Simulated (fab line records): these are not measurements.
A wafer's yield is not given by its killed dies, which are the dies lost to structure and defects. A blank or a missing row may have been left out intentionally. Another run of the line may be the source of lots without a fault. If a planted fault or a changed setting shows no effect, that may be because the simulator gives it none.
fab line records	flow gf180mcu
[record] lots = 13	wafers = 39	last-day = 34
route steps=602 shown SAB@275 SALICIDE@281 CONTACT@289
lots with no fault: from the same line, run without faults
start-h: the number of hours between the record's first day and the start of the first shown wafer of the lot	wait-h: hours from the lot's prior step to this one	" the same as in the row above	L1.1+2: a row that stands for several wafers	- either no value or no given start	* or withheld: withheld	< > ~ a bound
route shown NAME@n: names a module that has steps shown in the file, with the first one's number in the route	usual: the fault-free wafers' mean and standard deviation	same: alike in all rows	chamber/n: place in a boat	sites: the reading at each site	_std_site: standard deviation across them	_edge_site: mean of outer sites minus mean of inner sites	radius-mm: how far each site lies from the wafer's centre	mask NAME#n: copy n	behind: the last tool/chamber to shape the wafer	hold: what put the lot on hold/how long, in hours/how the hold closed	device: the n, p or np transistor that did not switch	end of line: tests run on the same wafers once the route is complete	a step given without rows: its recipe and nothing more	killed: dies lost to structure and defects at the first sort, not the wafer's yield	map: shows each die of a wafer: x if killed, . if not, _ if none is there
set.NAME: the setting that was run; set.NAME@STEP: the one run at that earlier step	model.NAME: the simulator's own value behind a step, which no gauge read
one table for each step of the route and one row for each wafer, over a sample of lots
services: from which hour (start-h, from the record's first day; less than 0 if before it) a tool's chamber was out of use, for how many hours, and why
[[steps]]
[step GF_SAB_ETCH_11]
[recipe] chemistry = C4F8/O2/Ar	mask-material = NOVOLAK	target = SiO2	target-depth-nm = 55	source-w = 1500	bias-w = 1200	pressure-mtorr = 40	c4f8-flow-sccm = withheld	O2_flow_sccm = 6	Ar_flow_sccm = 300	time-s = 8.5
[usual] oes-product-au = 1.000/0.0078
lot.wafer	tool	chamber	start-h	wait-h	oes-product-au	rf-hours-counter-h
L609.1	rie-diel-03	0	353.65	0.0	0.989	118
L609.5	"	3	"	"	0.995	-
L609.6	"	2	"	"	1.009	-
L610.2	rie-diel-01	0	363.15	0.0	1.008	13
L610.3	"	3	"	"	0.994	101
L610.4	"	1	"	"	1.008	-
L611.1	rie-diel-01	0	369.50	0.0	0.997	13
L611.4	"	3	"	"	0.993	-
L611.5	"	0	"	"	0.990	-
L616.1	rie-diel-01	0	418.15	0.0	1.002	14
L616.2	"	2	"	"	1.006	26
L616.3	"	3	"	"	1.005	102
L617.1	rie-diel-04	3	428.91	0.0	0.996	10
L617.3	"	0	"	"	0.996	18
L617.4	"	1	"	"	1.004	26
L618.3	rie-diel-03	0	432.31	0.0	0.991	1
L618.4	"	1	"	"	1.000	1
L618.6	"	0	"	"	0.990	-
L620.3	rie-diel-04	2	448.20	0.0	1.006	21
L620.4	"	3	"	"	0.992	11
L620.6	"	3	"	"	1.005	-
L623.1	rie-diel-03	2	488.31	0.0	0.998	2
L623.4	"	0	"	"	0.998	2
L623.5	"	0	"	"	0.984	-
L624.2	rie-diel-03	2	490.96	0.0	1.013	2
L624.5	"	2	"	"	1.006	-
L624.6	"	3	"	"	1.005	-
L626.2	rie-diel-03	0	497.33	0.0	0.999	2
L626.5	"	3	"	"	1.001	-
L626.6	"	0	"	"	0.996	-
L628.1	rie-diel-04	1	526.11	0.0	1.015	29
L628.2	"	0	"	"	0.992	21
L628.4	"	3	"	"	1.010	13
L629.2	rie-diel-03	2	537.86	0.0	1.001	2
L629.3	"	1	"	"	0.992	3
L629.6	"	3	"	"	0.986	-
L630.1	rie-diel-01	0	546.15	0.0	0.996	17
L630.2	"	1	"	"	1.004	85
L630.5	"	3	"	"	1.007	-
[step GF_SALICIDE_SPUTTER_03]
[recipe] material = TiN	target-thk-nm = 20	power-w = 6500	time-s = 16.7	chamber-pressure-pa = 0.4
[usual] cathode-dc-power-W = 6500.0/1.2	throttle-valve-pct = 30.7/0.99
lot.wafer	tool	chamber	start-h	wait-h	cathode-dc-power-W	throttle-valve-pct
L609.1	pvd-sputter-01	-	354.02	0.0	6499.4	33.1
L609.5	"	-	"	"	6498.6	30.2
L609.6	"	-	"	"	6500.2	31.4
L610.2	pvd-sputter-01	-	363.52	0.0	6500.6	30.0
L610.3	"	-	"	"	6499.4	33.1
L610.4	"	-	"	"	6498.7	31.3
L611.1	pvd-sputter-03	-	369.88	0.0	6500.1	30.4
L611.4	"	-	"	"	6500.6	30.0
L611.5	"	-	"	"	6499.5	30.6
L616.1	pvd-sputter-04	-	418.52	0.0	6499.8	31.1
L616.2	"	-	"	"	6502.0	29.4
L616.3	"	-	"	"	6502.2	31.1
L617.1	pvd-sputter-01	-	429.28	0.0	7180.3	30.1
L617.3	"	-	"	"	6499.6	33.4
L617.4	"	-	"	"	6500.6	30.5
L618.3	pvd-sputter-01	-	432.69	0.0	7178.7	29.6
L618.4	"	-	"	"	6497.7	33.1
L618.6	"	-	"	"	7181.2	29.9
L620.3	pvd-sputter-03	-	448.58	0.0	6501.2	30.4
L620.4	"	-	"	"	6500.2	30.0
L620.6	"	-	"	"	6500.3	29.2
L623.1	pvd-sputter-01	-	488.67	0.0	6500.3	29.9
L623.4	"	-	"	"	6498.0	31.0
L623.5	"	-	"	"	6498.0	30.4
L624.2	pvd-sputter-01	-	491.32	0.0	6499.1	30.2
L624.5	"	-	"	"	6501.2	31.2
L624.6	"	-	"	"	6502.0	30.2
L626.2	pvd-sputter-03	-	497.70	0.0	6501.2	29.3
L626.5	"	-	"	"	6500.1	30.1
L626.6	"	-	"	"	6499.7	30.3
L628.1	pvd-sputter-03	-	526.48	0.0	6499.5	30.4
L628.2	"	-	"	"	6500.3	30.4
L628.4	"	-	"	"	6500.4	29.5
L629.2	pvd-sputter-01	-	538.22	0.0	6499.7	30.3
L629.3	"	-	"	"	6501.1	33.2
L629.6	"	-	"	"	6502.5	30.2
L630.1	pvd-sputter-04	-	546.53	0.0	6497.4	30.9
L630.2	"	-	"	"	6497.8	29.6
L630.5	"	-	"	"	6499.2	31.4
[step GF_SALICIDE_THK_MEAS_05]
[recipe] thk-meas-gauge = xrf	reads = TiN_of_SALICIDE_SPUTTER_03
[usual] SALICIDE_TIN_THK = 19.94/0.24
lot.wafer	tool	chamber	start-h	wait-h	hold	SALICIDE_TIN_THK[nm]
L609.1	film-metro-02	-	354.17	0.1	-	19.64
L609.5	"	-	"	"	-	19.75
L609.6	"	-	"	"	-	19.75
L610.2	film-metro-02	-	363.68	0.1	-	19.99
L610.3	"	-	"	"	-	19.87
L610.4	"	-	"	"	-	19.80
L611.1	film-metro-03	-	370.03	0.1	-	19.95
L611.4	"	-	"	"	-	20.04
L611.5	"	-	"	"	-	19.95
L616.1	film-metro-03	-	418.67	0.1	-	20.18
L616.2	"	-	"	"	-	19.86
L616.3	"	-	"	"	-	19.78
L617.1	film-metro-03	-	429.43	0.1	await-dispo/0.2h/release	21.63
L617.3	"	-	"	"	await-dispo/0.2h/release	19.55
L617.4	"	-	"	"	await-dispo/0.2h/release	19.74
L617.1	film-metro-03	-	429.65	0.2	-	21.67
L617.3	"	-	"	"	-	19.55
L617.4	"	-	"	"	-	19.73
L618.3	film-metro-02	-	432.85	0.1	await-dispo/0.2h/release	21.76
L618.4	"	-	"	"	await-dispo/0.2h/release	19.61
L618.6	"	-	"	"	await-dispo/0.2h/release	21.88
L618.3	film-metro-02	-	433.08	0.2	-	21.79
L618.4	"	-	"	"	-	19.66
L618.6	"	-	"	"	-	21.88
L620.3	film-metro-03	-	448.75	0.1	-	19.79
L620.4	"	-	"	"	-	19.87
L620.6	"	-	"	"	-	19.64
L623.1	film-metro-04	-	488.82	0.1	-	19.90
L623.4	"	-	"	"	-	19.84
L623.5	"	-	"	"	-	19.89
L624.2	film-metro-03	-	491.48	0.1	-	19.89
L624.5	"	-	"	"	-	19.84
L624.6	"	-	"	"	-	19.70
L626.2	film-metro-02	-	497.86	0.1	-	20.33
L626.5	"	-	"	"	-	20.11
L626.6	"	-	"	"	-	20.44
L628.1	film-metro-03	-	526.62	0.1	-	19.93
L628.2	"	-	"	"	-	20.25
L628.4	"	-	"	"	-	20.22
L629.2	film-metro-03	-	538.38	0.1	-	19.83
L629.3	"	-	"	"	-	19.61
L629.6	"	-	"	"	-	19.75
L630.1	film-metro-02	-	546.68	0.1	-	20.13
L630.2	"	-	"	"	-	19.95
L630.5	"	-	"	"	-	20.14
[step GF_CONTACT_CVD_02]
[recipe] material = SiO2	target-thk-nm = 860	precursor = TEOS	temp-c = 400	time-s = 95.992	rf-w = 600
[usual] heater-power-w = 648/74
lot.wafer	tool	chamber	start-h	wait-h	heater-power-w
L609.1	pecvd-03	1	354.62	0.1	591
L609.5	"	2	"	"	632
L609.6	"	0	"	"	694
L610.2	pecvd-03	2	364.12	0.0	781
L610.3	"	1	"	"	592
L610.4	"	0	"	"	623
L611.1	pecvd-03	1	370.48	0.1	629
L611.4	"	0	"	"	748
L611.5	"	2	"	"	793
L616.1	pecvd-04	0	419.12	0.1	651
L616.2	"	2	"	"	644
L616.3	"	1	"	"	627
L617.1	pecvd-03	2	431.83	0.1	791
L617.3	"	1	"	"	528
L617.4	"	2	"	"	631
L618.3	pecvd-02	0	438.06	0.0	546
L618.4	"	0	"	"	604
L618.6	"	2	"	"	671
L620.3	pecvd-04	2	449.19	0.0	553
L620.4	"	0	"	"	585
L620.6	"	2	"	"	620
L623.1	pecvd-04	1	489.28	0.1	615
L623.4	"	1	"	"	663
L623.5	"	0	"	"	581
L624.2	pecvd-04	1	491.93	0.0	713
L624.5	"	0	"	"	579
L624.6	"	2	"	"	530
L626.2	pecvd-04	0	498.30	0.0	718
L626.5	"	0	"	"	600
L626.6	"	1	"	"	576
L628.1	pecvd-04	1	527.08	0.1	670
L628.2	"	0	"	"	636
L628.4	"	1	"	"	718
L629.2	pecvd-03	2	538.83	0.0	729
L629.3	"	0	"	"	757
L629.6	"	1	"	"	612
L630.1	pecvd-04	0	547.13	0.1	728
L630.2	"	1	"	"	735
L630.5	"	0	"	"	577
[step GF_CONTACT_THK_MEAS_03]
[recipe] reads = SiO2_of_CONTACT_CVD_02
[usual] CONTACT_CVD_02_THK = 856/11
lot.wafer	tool	chamber	start-h	wait-h	CONTACT_CVD_02_THK[nm]
L609.1	film-metro-02	-	354.69	0.0	851
L609.5	"	-	"	"	865
L609.6	"	-	"	"	864
L610.2	film-metro-04	-	364.20	0.0	853
L610.3	"	-	"	"	845
L610.4	"	-	"	"	862
L611.1	film-metro-04	-	370.55	0.0	849
L611.4	"	-	"	"	860
L611.5	"	-	"	"	865
L616.1	film-metro-04	-	419.19	0.0	854
L616.2	"	-	"	"	855
L616.3	"	-	"	"	844
L617.1	film-metro-01	-	431.90	0.0	848
L617.3	"	-	"	"	853
L617.4	"	-	"	"	874
L618.3	film-metro-04	-	438.19	0.1	856
L618.4	"	-	"	"	854
L618.6	"	-	"	"	855
L620.3	film-metro-01	-	449.28	0.1	835
L620.4	"	-	"	"	850
L620.6	"	-	"	"	842
L623.1	film-metro-02	-	489.35	0.0	854
L623.4	"	-	"	"	865
L623.5	"	-	"	"	862
L624.2	film-metro-01	-	492.01	0.0	859
L624.5	"	-	"	"	873
L624.6	"	-	"	"	870
L626.2	film-metro-02	-	498.38	0.0	864
L626.5	"	-	"	"	871
L626.6	"	-	"	"	860
L628.1	film-metro-01	-	527.15	0.0	856
L628.2	"	-	"	"	859
L628.4	"	-	"	"	867
L629.2	film-metro-01	-	538.91	0.0	848
L629.3	"	-	"	"	854
L629.6	"	-	"	"	864
L630.1	film-metro-01	-	547.20	0.0	859
L630.2	"	-	"	"	855
L630.5	"	-	"	"	873
[[services]]
tool	chamber	start-h	hours	kind
pvd-sputter-04	-	331.40	0.6	repair
rie-diel-01	1	349.68	5.6	repair
pvd-sputter-04	-	353.89	1.1	repair
rie-diel-01	2	357.86	13.5	repair
pecvd-04	-	368.88	14.0	pm
pecvd-04	0	368.88	14.0	vent-cycle
pecvd-04	1	368.88	14.0	vent-cycle
pecvd-02	-	374.98	14.6	pm
rie-diel-03	-	378.82	0.8	repair
rie-diel-01	1	389.94	16.3	repair
pecvd-04	-	402.77	1.6	repair
pecvd-03	-	405.70	1.2	repair
pvd-sputter-01	-	419.55	6.0	repair
pecvd-04	-	430.10	6.0	pm
rie-diel-01	3	436.13	6.8	repair
rie-diel-03	1	440.16	12.2	repair
rie-diel-01	2	448.71	14.2	repair
pvd-sputter-03	-	448.92	6.1	repair
rie-diel-01	0	449.86	11.6	repair
rie-diel-03	-	452.76	2.8	pm
rie-diel-04	1	453.23	1.5	repair
rie-diel-01	-	456.75	2.8	repair
pecvd-02	2	476.58	46.2	repair
rie-diel-04	3	535.33	2.6	repair
[[key]]
[first-sign] step = GF_SALICIDE_SPUTTER_03	reading = cathode-dc-power-W	direction = up	sigmas = 99+	usual = 6500.0	struck = 7180.1
[effect] step = GF_SALICIDE_THK_MEAS_05	reading = visit	direction = added
[effect] step = GF_SALICIDE_THK_MEAS_05	reading = SALICIDE_TIN_THK	direction = up	sigmas = 7.6	usual = 19.94	struck = 21.76
met-at GF_SALICIDE_SPUTTER_03
struck-lots L617,L618
struck-wafers L617.1,L618.3,L618.6
tester-left-out L617,L618
not-acting-at GF_SAB_ETCH_11,GF_CONTACT_CVD_02,GF_CONTACT_THK_MEAS_03
onset-between 363.52 429.28
[fault] kind = process-parameter-drift	tool = pvd-sputter-01	chamber = -	onset-h = 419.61	steps = GF_SALICIDE_SPUTTER_03	channel = power-w	offset = 678.93	shape = step	end-h = 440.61	acts-in = these-recipes-only	stated = 6500	scope = struck-wafers-only
// tester-left-out: of these lots the tester's yield and bins aren't shown, on N5 and GAA mostly nor the transistor test; their killed dies are dies lost to structure and defects alone, not to doping, threshold or leakage, so they don't give the yield
